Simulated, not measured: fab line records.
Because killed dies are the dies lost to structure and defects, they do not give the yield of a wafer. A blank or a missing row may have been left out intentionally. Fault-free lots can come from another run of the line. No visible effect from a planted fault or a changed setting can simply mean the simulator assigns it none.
The same fault as seen by 2 desks | flow gf180mcu | each desk holds nothing but its own numbers, with what lay behind them at the end

## TOOL OWNER'S DESK, lithoTrack-01
The tool's own readings at GF_V5_PEB_12 (peb time 90 s): means of the sampled wafers that have a number, for each lot that ran on this tool. A lot is out of limits, marked OUT, if its mean lies more than 4 standard deviations from the usual mean; the brackets give that distance.
Columns: A = heaterPowerTotalW at GF_V5_PEB_12, usual 85.71 W; B = resistLineTempC at GF_V5_PEB_12, usual 23.00 C
lot  | first seen here | A               | B
L169 | day 27 05:02    | 85.76           | 22.90
L180 | day 30 18:37    | 89.09 (+40) OUT | 23.13
This desk's finding: out of limits on L180; first on L180, day 30 18:37 (heaterPowerTotalW at GF_V5_PEB_12). L169 stayed within limits.

## METROLOGY DESK
Lot by lot, what the gauges showed, no matter which tool ran the lot: averages of those sampled wafers that carry a number. A lot is out of limits, marked OUT, if its mean lies more than 4 standard deviations from the usual mean; the brackets give that distance.
Columns: A = V5_CVD_00_THK at GF_V5_THK_MEAS_01, usual 299 nm; B = V5_CVD_02_THK at GF_V5_THK_MEAS_03, usual 1455 nm; C = V5_BOW at GF_V5_BOW_MEAS_05, usual 135 um; D = cdNm at GF_V5_CD_MEAS_14, usual 260.0 nm; E = V5_OVL at GF_V5_OVL_MEAS_15, usual -1 nm
lot  | first seen here | A   | B    | C   | D     | E
L168 | day 26 02:22    | 297 | 1450 | 136 | 259.9 | 1
L169 | day 26 08:22    | 299 | 1479 | 141 | 261.0 | 4
L180 | day 30 00:28    | 296 | 1454 | 134 | 255.9 | -6
L185 | day 32 01:31    | 300 | 1476 | 147 | 262.1 | -1
L188 | day 32 16:45    | 298 | 1449 | 128 | 260.7 | -4
This desk's verdict: no lot among the 5 shows anything out of limits.

## BROUGHT TOGETHER
The tool owner's desk had the chance to raise an alarm at day 30 18:37 on L180.
Metrology desk: nothing out of limits seen.
The metrology desk holds a record of L180, inside its limits.
Of the lots named, all ran GF_V5_PEB_12 on lithoTrack-01.

## WHAT THE SIMULATOR PUT IN
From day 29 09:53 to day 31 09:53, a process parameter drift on lithoTrack-01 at GF_V5_PEB_12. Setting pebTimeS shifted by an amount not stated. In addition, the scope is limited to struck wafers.
Shown lots that were struck: L180.
Time in hours from fault onset to the first out-of-limits reading at each desk: the tool owner's desk, 33.
